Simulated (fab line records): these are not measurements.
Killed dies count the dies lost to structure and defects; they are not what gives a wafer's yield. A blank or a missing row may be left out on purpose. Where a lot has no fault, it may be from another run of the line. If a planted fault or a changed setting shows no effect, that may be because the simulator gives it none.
Problem report, 8D (eight disciplines) form, completed by code || flow gf180mcu || the parts of the form that need people (team, actions taken, sign-off) are left out

## 1. THE ISSUE
At GF_V5_SOFTBAKE_10, run-length-s averages 103.61 s over 6 wafers from 2 lots, while fault-free wafers read 89.20 s, standard deviation 0.2. Measured from the usual mean, that is +72 standard deviations.
The step: time 60 s.
Seen first at day 30 06:00 on litho-track-03, wafer L646.1. The record holds 18 wafers of 6 lots with a number at this step. Rule for "out", or "out of limits": more than 4 standard deviations from the usual mean. The other wafers with a number count as sound.

## 2. WHAT IT IS, WHAT IT ISN'T
{"question": "which readings at this step", "is": "run-length-s", "is not": "resist-line-temp-C"}
{"question": "which lots", "is": "L646, L647", "is not": "L635, L637, L650, L657"}
{"question": "which wafers of those lots", "is": "all that have a number", "is not": "-"}
{"question": "read on which tools", "is": "litho-track-03", "is not": "litho-track-01"}
{"question": "when", "is": "from day 30 06:00", "is not": "up to then (6 sound wafers); but 6 sound wafers of L650, L657 came after"}

## 3. THE SUSPECTS, EACH WITH WHAT RULES IT OUT
Counting: any tool at a process step up to the reading is kept as a suspect provided that every lot that is out went through it and no sound lot did after the first of them.
- litho-track-03 at GF_V5_SOFTBAKE_10 (time 60 s): kept. All lots that are out passed through it, beginning with L646 at day 30 06:00, and no sound lot followed; its final sound lot before that point was L637 at day 27 11:00. On those wafers its own readings are out: run-length-s.
Left after counting: litho-track-03 at GF_V5_SOFTBAKE_10.

## 4. THE CAUSE (what the simulator had put in)
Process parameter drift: litho-track-03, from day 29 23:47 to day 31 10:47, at GF_V5_SOFTBAKE_10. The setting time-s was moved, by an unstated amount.
Only this tool survived the counting.

## 5. SEQUENCE OF EFFECTS, ordered by route
Each row: a reading where the mean over the struck wafers with a number is more than 3 standard deviations away from the usual. Readings are gone through only where the record gives a usual standard deviation; hours: the median, over the lots, of the time from a lot's start at the first step in this table giving one to that lot's start at this step; sigmas: the change measured in usual standard deviations.
{"hours": 0, "step": "GF_V5_SOFTBAKE_10", "reading": "run-length-s", "usual": "89.20 s", "on struck wafers": 103.61, "change": "+14.41", "sigmas": "+72"}
It contains these process steps:
- GF_V5_SOFTBAKE_10: time 60 s.
At these later measuring or inspecting steps, every struck wafer for which the step has a row has a number for every such reading, and none has moved that far: GF_V5_CD_MEAS_14, GF_V5_OVL_MEAS_15.

## 6. HOW IT WOULD HAVE BEEN CAUGHT EARLIER
In this record the first reading out of limits was taken at day 30 06:00, 6 hours after the fault began at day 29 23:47.
